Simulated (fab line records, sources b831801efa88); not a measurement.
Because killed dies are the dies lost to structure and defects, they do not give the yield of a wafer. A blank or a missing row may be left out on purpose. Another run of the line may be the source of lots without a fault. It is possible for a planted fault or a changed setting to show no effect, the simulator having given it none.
What tool caused it? || flow gf180mcu || 12 lots with 36 wafers sampled at 7 steps, on a route of 602 steps

== WHAT THE GAUGES SHOWED, per wafer ==
GF_LVPWELL_OVL_MEAS_07. Usual: LVPWELL_OVL gives -1.0 nm (standard deviation 1.7).
{"lot": "L321", "measured": "day 3 20:14", "on": "overlay-01", "LVPWELL_OVL (nm)": "-2.4 -0.8 -1.0", "flag": ""}
{"lot": "L322", "measured": "day 4 02:41", "on": "overlay-01", "LVPWELL_OVL (nm)": "-0.9 -0.2 -1.8", "flag": ""}
{"lot": "L323", "measured": "day 4 07:38", "on": "overlay-01", "LVPWELL_OVL (nm)": "-3.9 -2.3 -2.8", "flag": ""}
{"lot": "L325", "measured": "day 4 20:02", "on": "overlay-01", "LVPWELL_OVL (nm)": "-1.7 0.1 -0.6", "flag": ""}
{"lot": "L326", "measured": "day 5 01:21", "on": "overlay-02", "LVPWELL_OVL (nm)": "0.8 0.9 0.5", "flag": ""}
{"lot": "L327", "measured": "day 5 05:05", "on": "overlay-02", "LVPWELL_OVL (nm)": "-2.1 -0.4 -1.5", "flag": ""}
{"lot": "L328", "measured": "day 5 17:32", "on": "overlay-01", "LVPWELL_OVL (nm)": "3.7 3.5 2.9", "flag": ""}
{"lot": "L329", "measured": "day 5 22:15", "on": "overlay-01", "LVPWELL_OVL (nm)": "-3.2 -1.6 -3.4", "flag": ""}
{"lot": "L331", "measured": "day 6 04:30", "on": "overlay-02", "LVPWELL_OVL (nm)": "-0.8 -0.1 -2.3", "flag": ""}
{"lot": "L339", "measured": "day 8 05:38", "on": "overlay-01", "LVPWELL_OVL (nm)": "0.1 0.9 1.8", "flag": ""}
{"lot": "L340", "measured": "day 8 09:15", "on": "overlay-02", "LVPWELL_OVL (nm)": "-0.5 1.6 0.4", "flag": ""}
{"lot": "L341", "measured": "day 8 14:50", "on": "overlay-01", "LVPWELL_OVL (nm)": "-5.4 -3.3 -3.2", "flag": ""}

GF_NSD_TW_MEAS_12. Usual: NSD_TW gives 4251 (standard deviation 28).
{"lot": "L321", "measured": "day 13 09:00", "on": "filmMetro-04", "NSD_TW": "4243 4255 4269", "flag": ""}
{"lot": "L322", "measured": "day 14 00:50", "on": "filmMetro-03", "NSD_TW": "4229 4229 4250", "flag": ""}
{"lot": "L323", "measured": "day 14 03:48", "on": "filmMetro-02", "NSD_TW": "4220 4244 4248", "flag": ""}
{"lot": "L325", "measured": "day 14 20:04", "on": "filmMetro-02", "NSD_TW": "4226 4214 4250", "flag": ""}
{"lot": "L326", "measured": "day 15 10:43", "on": "filmMetro-03", "NSD_TW": "4274 4256 4273", "flag": ""}
{"lot": "L327", "measured": "day 15 13:29", "on": "filmMetro-02", "NSD_TW": "4237 4247 4247", "flag": ""}
{"lot": "L328", "measured": "day 16 09:35", "on": "filmMetro-03", "NSD_TW": "4255 4254 4245", "flag": ""}
{"lot": "L329", "measured": "day 16 16:01", "on": "filmMetro-04", "NSD_TW": "4263 4263 4236", "flag": ""}
{"lot": "L331", "measured": "day 17 01:49", "on": "filmMetro-02", "NSD_TW": "4242 4246 4207", "flag": ""}
{"lot": "L339", "measured": "day 20 01:29", "on": "filmMetro-03", "NSD_TW": "4875 4882 4870", "flag": "OFF"}
{"lot": "L340", "measured": "day 20 08:04", "on": "filmMetro-03", "NSD_TW": "4849 4835 4861", "flag": "OFF"}
{"lot": "L341", "measured": "day 20 13:49", "on": "filmMetro-03", "NSD_TW": "4859 4877 4879", "flag": "OFF"}

GF_PSD_RS_MEAS_14: the measuring method here is four-point-probe. Usual: NSD_RS gives 46.18 ohm/sq (standard deviation 0.088).
{"lot": "L321", "measured": "day 14 05:33", "on": "filmMetro-04", "NSD_RS (ohm/sq)": "46.21 46.19 46.09", "flag": ""}
{"lot": "L322", "measured": "day 14 21:56", "on": "filmMetro-04", "NSD_RS (ohm/sq)": "46.08 46.19 46.10", "flag": ""}
{"lot": "L323", "measured": "day 15 01:54", "on": "filmMetro-04", "NSD_RS (ohm/sq)": "46.20 46.11 46.14", "flag": ""}
{"lot": "L325", "measured": "day 15 18:49", "on": "filmMetro-03", "NSD_RS (ohm/sq)": "46.09 46.08 46.16", "flag": ""}
{"lot": "L326", "measured": "day 16 09:13", "on": "filmMetro-02", "NSD_RS (ohm/sq)": "46.13 46.22 46.16", "flag": ""}
{"lot": "L327", "measured": "day 16 12:29", "on": "filmMetro-02", "NSD_RS (ohm/sq)": "46.25 46.27 46.12", "flag": ""}
{"lot": "L328", "measured": "day 17 08:56", "on": "filmMetro-04", "NSD_RS (ohm/sq)": "46.24 46.20 46.25", "flag": ""}
{"lot": "L329", "measured": "day 17 16:20", "on": "filmMetro-04", "NSD_RS (ohm/sq)": "46.08 46.20 46.14", "flag": ""}
{"lot": "L331", "measured": "day 18 01:29", "on": "filmMetro-03", "NSD_RS (ohm/sq)": "46.05 46.18 46.13", "flag": ""}
{"lot": "L339", "measured": "day 21 02:50", "on": "filmMetro-02", "NSD_RS (ohm/sq)": "25.65 25.57 25.54", "flag": "OFF"}
{"lot": "L340", "measured": "day 21 07:44", "on": "filmMetro-03", "NSD_RS (ohm/sq)": "25.52 25.60 25.54", "flag": "OFF"}
{"lot": "L341", "measured": "day 21 14:44", "on": "filmMetro-03", "NSD_RS (ohm/sq)": "25.47 25.50 25.52", "flag": "OFF"}

GF_SAB_THK_MEAS_01. Usual: SAB_CVD_00_THK gives 50.0 nm (standard deviation 0.79).
{"lot": "L321", "measured": "day 14 05:48", "on": "filmMetro-02", "SAB_CVD_00_THK (nm)": "48.2 50.4 49.3", "flag": ""}
{"lot": "L322", "measured": "day 14 22:11", "on": "filmMetro-02", "SAB_CVD_00_THK (nm)": "49.0 48.5 49.8", "flag": ""}
{"lot": "L323", "measured": "day 15 02:09", "on": "filmMetro-02", "SAB_CVD_00_THK (nm)": "48.1 50.0 49.4", "flag": ""}
{"lot": "L325", "measured": "day 15 19:05", "on": "filmMetro-01", "SAB_CVD_00_THK (nm)": "50.3 50.8 50.1", "flag": ""}
{"lot": "L326", "measured": "day 16 09:37", "on": "filmMetro-01", "SAB_CVD_00_THK (nm)": "49.5 50.3 50.3", "flag": ""}
{"lot": "L327", "measured": "day 16 12:44", "on": "filmMetro-04", "SAB_CVD_00_THK (nm)": "50.1 50.9 50.8", "flag": ""}
{"lot": "L328", "measured": "day 17 09:12", "on": "filmMetro-01", "SAB_CVD_00_THK (nm)": "49.4 50.3 49.2", "flag": ""}
{"lot": "L329", "measured": "day 17 16:34", "on": "filmMetro-02", "SAB_CVD_00_THK (nm)": "51.3 50.0 49.9", "flag": ""}
{"lot": "L331", "measured": "day 18 01:43", "on": "filmMetro-02", "SAB_CVD_00_THK (nm)": "49.5 49.9 50.6", "flag": ""}
{"lot": "L339", "measured": "day 21 03:05", "on": "filmMetro-02", "SAB_CVD_00_THK (nm)": "49.4 48.6 49.2", "flag": ""}
{"lot": "L340", "measured": "day 21 07:58", "on": "filmMetro-02", "SAB_CVD_00_THK (nm)": "51.3 50.8 50.2", "flag": ""}
{"lot": "L341", "measured": "day 21 14:59", "on": "filmMetro-02", "SAB_CVD_00_THK (nm)": "50.1 50.9 51.6", "flag": ""}

GF_CONTACT_OVL_MEAS_15. Usual: CONTACT_OVL gives -2 nm (standard deviation 5).
{"lot": "L321", "measured": "day 16 02:34", "on": "overlay-02", "CONTACT_OVL (nm)": "4 -3 -3", "flag": ""}
{"lot": "L322", "measured": "day 16 20:35", "on": "overlay-02", "CONTACT_OVL (nm)": "0 -13 -7", "flag": ""}
{"lot": "L323", "measured": "day 17 01:01", "on": "overlay-02", "CONTACT_OVL (nm)": "1 4 2", "flag": ""}
{"lot": "L325", "measured": "day 17 18:53", "on": "overlay-01", "CONTACT_OVL (nm)": "-8 -4 -2", "flag": ""}
{"lot": "L326", "measured": "day 18 09:58", "on": "overlay-02", "CONTACT_OVL (nm)": "-6 5 2", "flag": ""}
{"lot": "L327", "measured": "day 18 14:27", "on": "overlay-02", "CONTACT_OVL (nm)": "-1 0 -5", "flag": ""}
{"lot": "L328", "measured": "day 19 12:23", "on": "overlay-02", "CONTACT_OVL (nm)": "-2 3 -3", "flag": ""}
{"lot": "L329", "measured": "day 19 19:55", "on": "overlay-02", "CONTACT_OVL (nm)": "1 -3 -2", "flag": ""}
{"lot": "L331", "measured": "day 20 04:49", "on": "overlay-01", "CONTACT_OVL (nm)": "-4 -5 -12", "flag": ""}
{"lot": "L339", "measured": "day 23 04:14", "on": "overlay-02", "CONTACT_OVL (nm)": "-2 -4 1", "flag": ""}
{"lot": "L340", "measured": "day 23 08:37", "on": "overlay-02", "CONTACT_OVL (nm)": "-5 -7 0", "flag": ""}
{"lot": "L341", "measured": "day 23 15:14", "on": "overlay-01", "CONTACT_OVL (nm)": "1 -4 7", "flag": ""}

== EACH LOT AND THE TOOL THAT RAN IT (in order: tool; ch and the chambers of the sampled wafers; start) ==
{"lot": "L321", "GF_NSD_IMPLANT_09": "implanter-02 ch 0, day 13 08:37", "GF_NSD_STRIP_11": "plasmaAsher-01 ch 0,1, day 13 08:53"}
{"lot": "L322", "GF_NSD_IMPLANT_09": "implanter-02 ch 0, day 14 00:26", "GF_NSD_STRIP_11": "plasmaAsher-04 ch 0,1, day 14 00:44"}
{"lot": "L323", "GF_NSD_IMPLANT_09": "implanter-02 ch 0, day 14 03:25", "GF_NSD_STRIP_11": "plasmaAsher-03 ch 0,1, day 14 03:41"}
{"lot": "L325", "GF_NSD_IMPLANT_09": "implanter-04 ch 0, day 14 19:40", "GF_NSD_STRIP_11": "plasmaAsher-04 ch 0,1, day 14 19:58"}
{"lot": "L326", "GF_NSD_IMPLANT_09": "implanter-04 ch 0, day 15 10:21", "GF_NSD_STRIP_11": "plasmaAsher-04 ch 0,1, day 15 10:38"}
{"lot": "L327", "GF_NSD_IMPLANT_09": "implanter-04 ch 0, day 15 13:05", "GF_NSD_STRIP_11": "plasmaAsher-03 ch 0,1, day 15 13:23"}
{"lot": "L328", "GF_NSD_IMPLANT_09": "implanter-01 ch 0, day 16 09:11", "GF_NSD_STRIP_11": "plasmaAsher-04 ch 0,1, day 16 09:29"}
{"lot": "L329", "GF_NSD_IMPLANT_09": "implanter-01 ch 0, day 16 15:40", "GF_NSD_STRIP_11": "plasmaAsher-04 ch 0,1, day 16 15:55"}
{"lot": "L331", "GF_NSD_IMPLANT_09": "implanter-04 ch 0, day 17 01:28", "GF_NSD_STRIP_11": "plasmaAsher-03 ch 0,1, day 17 01:44"}
{"lot": "L339", "GF_NSD_IMPLANT_09": "implanter-04 ch 0, day 20 01:05", "GF_NSD_STRIP_11": "plasmaAsher-03 ch 0,1, day 20 01:23"}
{"lot": "L340", "GF_NSD_IMPLANT_09": "implanter-01 ch 0, day 20 07:43", "GF_NSD_STRIP_11": "plasmaAsher-03 ch 0,1, day 20 07:58"}
{"lot": "L341", "GF_NSD_IMPLANT_09": "implanter-01 ch 0, day 20 13:25", "GF_NSD_STRIP_11": "plasmaAsher-01 ch 0,1, day 20 13:43"}
- GF_NSD_IMPLANT_09
- GF_NSD_STRIP_11: strips in O2/N2.

== WHAT THE TOOLS THEMSELVES READ (means of the sampled wafers that have a number; where no wafer has one, the mark that the record gives instead) ==
GF_NSD_IMPLANT_09. Usual: doseIonsCm2 reads 3.999e+15 (standard deviation 4.6e+12).
{"lot": "L321", "tool": "implanter-02", "doseIonsCm2": 4.005e+15, "flag": ""}
{"lot": "L322", "tool": "implanter-02", "doseIonsCm2": 4.005e+15, "flag": ""}
{"lot": "L323", "tool": "implanter-02", "doseIonsCm2": 3.999e+15, "flag": ""}
{"lot": "L325", "tool": "implanter-04", "doseIonsCm2": 3.998e+15, "flag": ""}
{"lot": "L326", "tool": "implanter-04", "doseIonsCm2": 3.995e+15, "flag": ""}
{"lot": "L327", "tool": "implanter-04", "doseIonsCm2": 4.000e+15, "flag": ""}
{"lot": "L328", "tool": "implanter-01", "doseIonsCm2": 3.997e+15, "flag": ""}
{"lot": "L329", "tool": "implanter-01", "doseIonsCm2": 3.995e+15, "flag": ""}
{"lot": "L331", "tool": "implanter-04", "doseIonsCm2": 3.998e+15, "flag": ""}
{"lot": "L339", "tool": "implanter-04", "doseIonsCm2": 4.001e+15, "flag": ""}
{"lot": "L340", "tool": "implanter-01", "doseIonsCm2": 4.002e+15, "flag": ""}
{"lot": "L341", "tool": "implanter-01", "doseIonsCm2": 4.000e+15, "flag": ""}

GF_NSD_STRIP_11. Usual: drypumpMotorCurrentA 5.7 A, standard deviation 0.59; heaterPowerW 341 W, standard deviation 37; oesProductAu 0.487 a.u., standard deviation 0.0048; stripTimeToEndpointS 22.96 s, standard deviation 0.041.
{"lot": "L321", "tool": "plasmaAsher-01", "drypumpMotorCurrentA (A)": 5.7, "heaterPowerW (W)": 370, "oesProductAu (a.u.)": 0.493, "stripTimeToEndpointS (s)": 22.89, "flag": ""}
{"lot": "L322", "tool": "plasmaAsher-04", "drypumpMotorCurrentA (A)": 5.2, "heaterPowerW (W)": 304, "oesProductAu (a.u.)": 0.487, "stripTimeToEndpointS (s)": 22.91, "flag": ""}
{"lot": "L323", "tool": "plasmaAsher-03", "drypumpMotorCurrentA (A)": 6.4, "heaterPowerW (W)": 366, "oesProductAu (a.u.)": 0.481, "stripTimeToEndpointS (s)": 23.02, "flag": ""}
{"lot": "L325", "tool": "plasmaAsher-04", "drypumpMotorCurrentA (A)": 5.2, "heaterPowerW (W)": 302, "oesProductAu (a.u.)": 0.482, "stripTimeToEndpointS (s)": 22.96, "flag": ""}
{"lot": "L326", "tool": "plasmaAsher-04", "drypumpMotorCurrentA (A)": 5.2, "heaterPowerW (W)": 298, "oesProductAu (a.u.)": 0.487, "stripTimeToEndpointS (s)": 23.00, "flag": ""}
{"lot": "L327", "tool": "plasmaAsher-03", "drypumpMotorCurrentA (A)": 6.4, "heaterPowerW (W)": 354, "oesProductAu (a.u.)": 0.490, "stripTimeToEndpointS (s)": 23.00, "flag": ""}
{"lot": "L328", "tool": "plasmaAsher-04", "drypumpMotorCurrentA (A)": 5.2, "heaterPowerW (W)": 300, "oesProductAu (a.u.)": 0.486, "stripTimeToEndpointS (s)": 23.00, "flag": ""}
{"lot": "L329", "tool": "plasmaAsher-04", "drypumpMotorCurrentA (A)": 5.2, "heaterPowerW (W)": 301, "oesProductAu (a.u.)": 0.486, "stripTimeToEndpointS (s)": 22.99, "flag": ""}
{"lot": "L331", "tool": "plasmaAsher-03", "drypumpMotorCurrentA (A)": 6.3, "heaterPowerW (W)": 352, "oesProductAu (a.u.)": 0.484, "stripTimeToEndpointS (s)": 23.02, "flag": ""}
{"lot": "L339", "tool": "plasmaAsher-03", "drypumpMotorCurrentA (A)": 6.4, "heaterPowerW (W)": 349, "oesProductAu (a.u.)": 0.458, "stripTimeToEndpointS (s)": 26.29, "flag": "OFF"}
{"lot": "L340", "tool": "plasmaAsher-03", "drypumpMotorCurrentA (A)": 6.4, "heaterPowerW (W)": 363, "oesProductAu (a.u.)": 0.455, "stripTimeToEndpointS (s)": 26.29, "flag": "OFF"}
{"lot": "L341", "tool": "plasmaAsher-01", "drypumpMotorCurrentA (A)": 5.8, "heaterPowerW (W)": 379, "oesProductAu (a.u.)": 0.455, "stripTimeToEndpointS (s)": 26.31, "flag": "OFF"}

== THE ANSWER, worked out from the rows above alone ==
Rule: a lot counts as off when the mean over its wafers that have a number is more than 3 standard deviations away from the usual mean. Also off: a lot with no number at a reading for which 4 or more lots have one. Where the step has rows for the other lots, those lots are counted as sound. After the gauges, taken in route order, come the tools' own readings; for these a lot's mean is taken, as printed above. At the first step where some lot is off, the reading lying furthest off is the one used; lots without a number count as furthest.
Off: L339, L340, L341, seen at GF_NSD_TW_MEAS_12 (NSD_TW).
If a tool, at a process step before that reading, ran all the lots that are off and no sound lot after the first of them, it fits. The gauges at GF_NSD_TW_MEAS_12 aren't tried: what is off there is off at GF_NSD_STRIP_11 too, on other tools, and a gauge's error can't cause that. None of those tried fits.

== WHAT THE SIMULATOR PUT IN ==
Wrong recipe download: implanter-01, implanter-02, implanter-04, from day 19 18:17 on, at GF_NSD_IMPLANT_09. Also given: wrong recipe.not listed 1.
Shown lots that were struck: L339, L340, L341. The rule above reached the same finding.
